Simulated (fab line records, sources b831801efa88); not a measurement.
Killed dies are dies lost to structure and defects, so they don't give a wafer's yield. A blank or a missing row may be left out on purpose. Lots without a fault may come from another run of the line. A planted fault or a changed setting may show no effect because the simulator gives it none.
fab line records | flow gf180mcu
record lots=12 wafers=35 last_day=34
route steps=602 shown NSD@243 SALICIDE@280 CONTACT@311 M1@321
lots that met no fault: from a run of the same line without faults
start_h: hours from the record's first day to the start of the lot's first wafer shown | wait_h: hours since the lot's step before | " the same as in the row above | L1.1+2: a row that stands for several wafers | - no value, or no start given | * or withheld: withheld | < > ~ a bound
route shown NAME@n: a module of which the file shows steps, and the number in the route of the first | usual: mean/standard deviation of fault-free wafers | same: alike in all rows | chamber/n: place in a boat | sites: the reading at each site | _std_site: their standard deviation | _edge_site: outer sites' mean less inner sites' | radius_mm: how far each site lies from the wafer's centre | mask NAME#n: copy n | behind: the tool/chamber that last shaped the wafer | hold: why the lot was held/for how many hours/how that ended | device: the transistor (n, p or np) that didn't switch | end of line: the same wafers' tests at the end of the route | a step without rows: its recipe alone | killed: dies lost to structure and defects at the first sort, not the wafer's yield | map: a wafer's dies, x killed, . not, _ none there
set.NAME: the setting as run; set.NAME@STEP: as run at that earlier step | model.NAME: the simulator's own value behind a step, which no gauge read
steps of the route over a sample of lots; a table a step, a row a wafer
services: from which hour (start_h, from the record's first day; less than 0 if before it) a tool's chamber was out of use, for how many hours, and why
## steps
# step GF_NSD_OVL_MEAS_08
# usual NSD_OVL=-0.9/1.2
# columns lot.wafer tool chamber start_h wait_h NSD_OVL[nm]
L762.1 overlay-02 - 295.11 0.1 -0.9
L762.4 " - " " -0.2
L762.6 " - " " -0.1
L765.1 overlay-02 - 326.07 0.1 -0.1
L765.2 " - " " 0.9
L765.6 " - " " 0.3
L767.3 overlay-01 - 342.44 0.1 -1.4
L767.5 " - " " 0.8
L767.6 " - " " -3.7
L768.2 overlay-01 - 347.48 0.1 0.1
L768.4 " - " " -0.5
L768.6 " - " " 1.4
L769.1 overlay-01 - 355.02 0.1 -0.9
L769.4 " - " " -2.1
L769.6 " - " " 0.5
L770.1 overlay-02 - 366.77 0.1 -1.4
L770.4 " - " " -1.4
L770.5 " - " " -1.6
L772.1 overlay-02 - 380.02 0.1 -1.0
L772.3 " - " " -1.1
L772.6 " - " " -2.1
L775.1 overlay-01 - 402.37 0.1 -1.6
L775.3 " - " " 0.2
L780.2 overlay-01 - 449.08 0.1 -0.8
L780.5 " - " " -2.8
L780.6 " - " " -1.8
L782.2 overlay-01 - 464.82 0.1 1.5
L782.3 " - " " 1.1
L782.5 " - " " 0.4
L784.1 overlay-02 - 481.97 0.1 -3.0
L784.2 " - " " -1.9
L784.5 " - " " -1.8
L785.2 overlay-02 - 488.08 0.1 -0.6
L785.3 " - " " -0.3
L785.4 " - " " -0.9
# step GF_SALICIDE_SPUTTER_02
# recipe material=Co target_thk_nm=10 power_w=1000 time_s=20 chamber_pressure_pa=0.4
# usual chamber_pressure_pa=0.4001/0.00084 throttle_valve_pct=30.3/1.1
# columns lot.wafer tool chamber start_h wait_h chamber_pressure_pa throttle_valve_pct
L762.1 pvd_sputter-02 - 337.89 0.0 0.4016 30.2
L762.4 " - " " 0.4006 31.9
L762.6 " - " " 0.4012 31.6
L765.1 pvd_sputter-02 - 370.77 0.0 0.4007 28.9
L765.2 " - " " 0.3992 31.6
L765.6 " - " " 0.3996 30.4
L767.3 pvd_sputter-03 - 389.20 0.0 0.3999 29.1
L767.5 " - " " 0.3998 29.0
L767.6 " - " " 0.4001 30.2
L768.2 pvd_sputter-01 - 393.50 0.0 0.3993 27.8
L768.4 " - " " 0.4009 30.6
L768.6 " - " " 0.4008 28.2
L769.1 pvd_sputter-01 - 401.55 0.0 0.3993 28.0
L769.4 " - " " 0.3993 31.2
L769.6 " - " " 0.3996 27.7
L770.1 pvd_sputter-03 - 414.47 0.0 0.4008 30.4
L770.4 " - " " 0.4003 30.5
L770.5 " - " " 0.3984 30.0
L772.1 pvd_sputter-01 - 428.94 0.0 0.3998 27.6
L772.3 " - " " 0.3998 30.7
L772.6 " - " " 0.4011 27.9
L775.1 pvd_sputter-02 - 451.60 0.0 0.3992 28.7
L775.3 " - " " 0.3998 31.6
L780.2 pvd_sputter-01 - 498.19 0.0 0.3994 30.6
L780.5 " - " " 0.4018 28.1
L780.6 " - " " 0.4003 30.8
L782.2 pvd_sputter-03 - 514.59 0.0 0.4006 30.4
L782.3 " - " " 0.3992 30.4
L782.5 " - " " 0.4005 31.0
L784.1 pvd_sputter-01 - 530.49 0.0 0.4008 30.9
L784.2 " - " " 0.4014 31.1
L784.5 " - " " 0.4003 30.9
L785.2 pvd_sputter-03 - 535.74 0.0 0.4000 28.9
L785.3 " - " " 0.3999 30.4
L785.4 " - " " 0.3994 30.7
# step GF_CONTACT_CVD_24
# recipe material=W target_thk_nm=300 time_s=90.339 temp_c=400 pressure_torr=40
# usual heater_power_w=866/32
# columns lot.wafer tool chamber start_h wait_h heater_power_w since_wet_clean_h
L762.1 cvd_w-01 1 361.85 0.0 875 972
L762.4 " 0 " " 933 -
L762.6 " 1 " " 874 -
L765.1 cvd_w-02 1 395.10 0.0 917 491
L765.2 " 0 " " 840 491
L765.6 " 1 " " 891 -
L767.3 cvd_w-02 1 414.43 0.1 885 -
L767.5 " 1 " " 890 -
L767.6 " 0 " " 811 -
L768.2 cvd_w-02 1 418.79 0.0 920 515
L768.4 " 1 " " 900 -
L768.6 " 1 " " 894 -
L769.1 cvd_w-02 0 426.88 0.0 802 523
L769.4 " 0 " " 808 -
L769.6 " 1 " " 913 -
L770.1 cvd_w-01 0 440.47 0.0 872 36
L770.4 " 1 " " 851 -
L770.5 " 1 " " 862 -
L772.1 cvd_w-01 0 455.29 0.0 860 51
L772.3 " 1 " " 848 -
L772.6 " 1 " " 830 -
L775.1 cvd_w-02 1 478.13 0.0 906 574
L775.3 " 0 " " 845 -
L780.2 cvd_w-01 1 522.81 0.0 843 119
L780.5 " 1 " " 835 -
L780.6 " 0 " " 855 -
L782.2 cvd_w-02 0 539.59 0.0 864 636
L782.3 " 0 " " 817 -
L782.5 " 0 " " 828 -
L784.1 cvd_w-02 1 555.37 0.0 908 651
L784.2 " 0 " " 832 651
L784.5 " 1 " " 890 -
L785.2 cvd_w-02 1 560.36 0.0 900 656
L785.3 " 1 " " 906 -
L785.4 " 0 " " 846 -
# step GF_CONTACT_RS_MEAS_25
# recipe thk_meas_gauge=four-point-probe reads=W_of_CONTACT_CVD_24+TiN_of_CONTACT_SPUTTER_23+Ti_of_CONTACT_SPUTTER_22
# usual CONTACT_W_RS=0.380/0.0041
# columns lot.wafer tool chamber start_h wait_h hold CONTACT_W_RS[ohm/sq]
L762.1 film_metro-03 - 361.95 0.1 - 0.374
L762.4 " - " " - 0.381
L762.6 " - " " - 0.376
L765.1 film_metro-04 - 395.20 0.1 - 0.375
L765.2 " - " " - 0.377
L765.6 " - " " - 0.382
L767.3 film_metro-03 - 414.54 0.1 - 0.383
L767.5 " - " " - 0.389
L767.6 " - " " - 0.381
L768.2 film_metro-03 - 418.92 0.1 - 0.381
L768.4 " - " " - 0.380
L768.6 " - " " - 0.385
L769.1 film_metro-03 - 426.98 0.1 - 0.382
L769.4 " - " " - 0.379
L769.6 " - " " - 0.383
L770.1 film_metro-04 - 440.57 0.1 - 0.381
L770.4 " - " " - 0.381
L770.5 " - " " - 0.379
L772.1 film_metro-03 - 455.39 0.1 - 0.383
L772.3 " - " " - 0.385
L772.6 " - " " - 0.381
L775.1 film_metro-04 - 478.23 0.1 await_dispo/0.2h/release 0.377
L775.3 " - " " await_dispo/0.2h/release 0.801
L775.1 film_metro-04 - 478.52 0.3 - 0.376
L775.3 " - " " - 0.800
L780.2 film_metro-04 - 522.93 0.1 - 0.382
L780.5 " - " " - 0.384
L780.6 " - " " - 0.385
L782.2 film_metro-03 - 539.71 0.1 - 0.378
L782.3 " - " " - 0.371
L782.5 " - " " - 0.373
L784.1 film_metro-02 - 555.47 0.1 - 0.380
L784.2 " - " " - 0.369
L784.5 " - " " - 0.376
L785.2 film_metro-03 - 560.48 0.1 - 0.371
L785.3 " - " " - 0.376
L785.4 " - " " - 0.376
# step GF_CONTACT_THK_MEAS_26
# recipe thk_meas_gauge=xrf reads=W_of_CONTACT_CVD_24
# usual CONTACT_W_THK=300/3.6
# columns lot.wafer tool chamber start_h wait_h hold CONTACT_W_THK[nm]
L762.1 film_metro-03 - 362.07 0.1 - 306
L762.4 " - " " - 301
L762.6 " - " " - 304
L765.1 film_metro-04 - 395.32 0.1 - 306
L765.2 " - " " - 305
L765.6 " - " " - 299
L767.3 film_metro-03 - 414.64 0.1 - 298
L767.5 " - " " - 293
L767.6 " - " " - 300
L768.2 film_metro-03 - 419.03 0.1 - 297
L768.4 " - " " - 299
L768.6 " - " " - 295
L769.1 film_metro-03 - 427.10 0.1 - 299
L769.4 " - " " - 303
L769.6 " - " " - 296
L770.1 film_metro-04 - 440.69 0.1 - 300
L770.4 " - " " - 297
L770.5 " - " " - 300
L772.1 film_metro-03 - 455.51 0.1 - 297
L772.3 " - " " - 295
L772.6 " - " " - 298
L775.1 film_metro-04 - 480.15 1.6 await_dispo/0.2h/release 299
L775.3 " - " " await_dispo/0.2h/release 144
L775.1 film_metro-04 - 480.55 0.4 - 300
L775.3 " - " " - 143
L780.2 film_metro-04 - 523.04 0.1 - 298
L780.5 " - " " - 298
L780.6 " - " " - 297
L782.2 film_metro-03 - 539.82 0.1 - 306
L782.3 " - " " - 311
L782.5 " - " " - 309
L784.1 film_metro-02 - 555.59 0.1 - 300
L784.2 " - " " - 307
L784.5 " - " " - 302
L785.2 film_metro-03 - 560.59 0.1 - 306
L785.3 " - " " - 300
L785.4 " - " " - 300
# step GF_CONTACT_CMP_27
# recipe stop_on=SiO2 down_force_psi=3.5 platen_rpm=60 t_overpolish_s=15 target_thk_nm=0 pad_velocity_m_s=0.94248
# usual edge_zone_pressure_frac=1.000/0.0046 motor_current_A=10.8/1.1 time_to_endpoint_s=74/4
# columns lot.wafer tool chamber start_h wait_h hold edge_zone_pressure_frac motor_current_A time_to_endpoint_s
L762.1 cmp-01 0 362.13 0.1 - 1.003 11.8 70
L762.4 " 1 " " - 1.001 12.7 74
L762.6 " 0 " " - 0.993 11.3 73
L765.2 cmp-02 3 395.38 0.0 - 0.998 10.8 80
L765.1 " 0 " " - 1.003 10.7 71
L765.6 " 3 " " - 1.000 10.3 83
L767.3 cmp-02 1 414.68 0.0 - 1.003 9.5 68
L767.5 " 1 " " - 1.009 9.2 68
L767.6 " 2 " " - 0.996 11.6 73
L768.2 cmp-02 2 419.08 0.0 - 0.998 11.9 73
L768.4 " 3 " " - 1.006 11.4 76
L768.6 " 2 " " - 0.999 12.3 73
L769.1 cmp-02 2 427.21 0.1 - 1.003 12.3 77
L769.4 " 3 " " - 1.001 10.3 81
L769.6 " 1 " " - 1.002 8.9 73
L770.4 cmp-01 2 440.75 0.0 - 0.997 10.3 79
L770.1 " 3 " " - 1.002 8.9 78
L770.5 " 3 " " - 1.002 9.3 73
L772.1 cmp-01 2 455.67 0.1 - 1.005 10.5 79
L772.3 " 3 " " - 0.996 9.6 75
L772.6 " 0 " " - 0.999 11.0 76
L775.1 cmp-02 0 489.86 9.3 await_dispo/9.1h/release 1.000 10.2 69
L775.3 " 1 " " await_dispo/9.1h/release 1.003 9.4 34
L780.2 cmp-01 3 523.19 0.1 - 1.000 9.3 75
L780.5 " 1 " " - 1.006 12.8 75
L780.6 " 2 " " - 1.005 10.5 73
L782.2 cmp-01 0 540.09 0.3 - 1.004 11.7 75
L782.3 " 1 " " - 1.001 12.4 78
L782.5 " 3 " " - 1.001 9.2 76
L784.1 cmp-01 3 555.65 0.1 - 0.990 9.4 72
L784.2 " 2 " " - 0.997 10.3 79
L784.5 " 3 " " - 1.012 9.7 78
L785.2 cmp-01 2 560.80 0.2 - 0.997 10.6 78
L785.4 " 0 " " - 0.996 11.3 71
L785.3 " 1 " " - 1.002 12.8 77
# step GF_M1_THK_MEAS_06
# recipe thk_meas_gauge=xrf reads=AlCu_of_M1_SPUTTER_02
# usual M1_ALCU_THK=447/5.7
# columns lot.wafer tool chamber start_h wait_h M1_ALCU_THK[nm]
L762.1 film_metro-02 - 362.78 0.1 449
L762.4 " - " " 451
L762.6 " - " " 446
L765.1 film_metro-01 - 396.02 0.1 438
L765.2 " - " " 441
L765.6 " - " " 440
L767.3 film_metro-01 - 415.34 0.1 454
L767.5 " - " " 453
L767.6 " - " " 456
L768.2 film_metro-03 - 419.73 0.1 450
L768.4 " - " " 447
L768.6 " - " " 445
L769.1 film_metro-03 - 427.80 0.1 439
L769.4 " - " " 440
L769.6 " - " " 439
L770.1 film_metro-03 - 441.39 0.1 445
L770.4 " - " " 443
L770.5 " - " " 446
L772.1 film_metro-03 - 456.22 0.1 431
L772.3 " - " " 435
L772.6 " - " " 436
L775.1 film_metro-02 - 490.46 0.1 445
L775.3 " - " " 446
L780.2 film_metro-01 - 523.74 0.1 450
L780.5 " - " " 443
L780.6 " - " " 450
L782.2 film_metro-02 - 540.69 0.1 449
L782.3 " - " " 456
L782.5 " - " " 451
L784.1 film_metro-01 - 556.29 0.1 444
L784.2 " - " " 444
L784.5 " - " " 445
L785.2 film_metro-03 - 561.45 0.1 447
L785.3 " - " " 445
L785.4 " - " " 445
## services
# columns tool chamber start_h hours kind
cvd_w-02 - 325.57 22.2 repair
cmp-02 - 344.43 1.8 repair
cvd_w-02 1 373.34 3.9 repair
cvd_w-02 - 381.52 5.4 repair
pvd_sputter-01 3 384.56 - consumable_replace:kit
pvd_sputter-01 3 384.56 18.0 scheduled_down
pvd_sputter-01 3 384.56 18.0 vent_cycle
cvd_w-01 - 390.00 14.0 pm
cvd_w-01 0 390.00 14.0 vent_cycle
cvd_w-01 1 390.00 14.0 vent_cycle
pvd_sputter-01 - 398.68 1.9 repair
cvd_w-01 0 404.00 - clean
cmp-01 - 404.19 4.0 pm
cmp-01 - 408.19 - consumable_replace:conditioner
cmp-01 - 408.19 - consumable_replace:pad
cmp-01 - 456.30 23.1 pm
pvd_sputter-02 - 469.09 4.3 repair
cmp-01 - 486.40 2.2 repair
pvd_sputter-02 - 507.41 1.7 repair
pvd_sputter-01 - 510.15 2.3 repair
cmp-02 - 530.30 14.0 pm
cvd_w-01 - 549.62 0.3 repair
pvd_sputter-02 - 555.71 0.6 repair
cmp-02 - 557.69 6.6 pm
## key
first_sign step=GF_CONTACT_RS_MEAS_25 reading=visit direction=added
effect step=GF_CONTACT_RS_MEAS_25 reading=CONTACT_W_RS direction=up sigmas=99+ usual=0.380 struck=0.801
effect step=GF_CONTACT_THK_MEAS_26 reading=visit direction=added
effect step=GF_CONTACT_THK_MEAS_26 reading=CONTACT_W_THK direction=down sigmas=43 usual=300 struck=144
effect step=GF_CONTACT_CMP_27 reading=time_to_endpoint_s direction=down sigmas=10 usual=* struck=*
met_at GF_CONTACT_CVD_24
struck_lots L775
struck_wafers L775.3
tester_left_out L775
not_acting_at GF_NSD_OVL_MEAS_08,GF_SALICIDE_SPUTTER_02,GF_M1_THK_MEAS_06
onset_between 426.88 478.13
fault kind=process_parameter_drift tool=cvd_w-02 chamber=- onset_h=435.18 steps=GF_CONTACT_CVD_24 channel=target_thk_nm offset=-161.32 shape=step end_h=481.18 scope=struck_wafers_only acts_in=these_recipes_only stated=300
# tester_left_out: of these lots the tester's yield and bins aren't shown, on N5 and GAA mostly nor the transistor test; their killed dies are dies lost to structure and defects alone, not to doping, threshold or leakage, so they don't give the yield
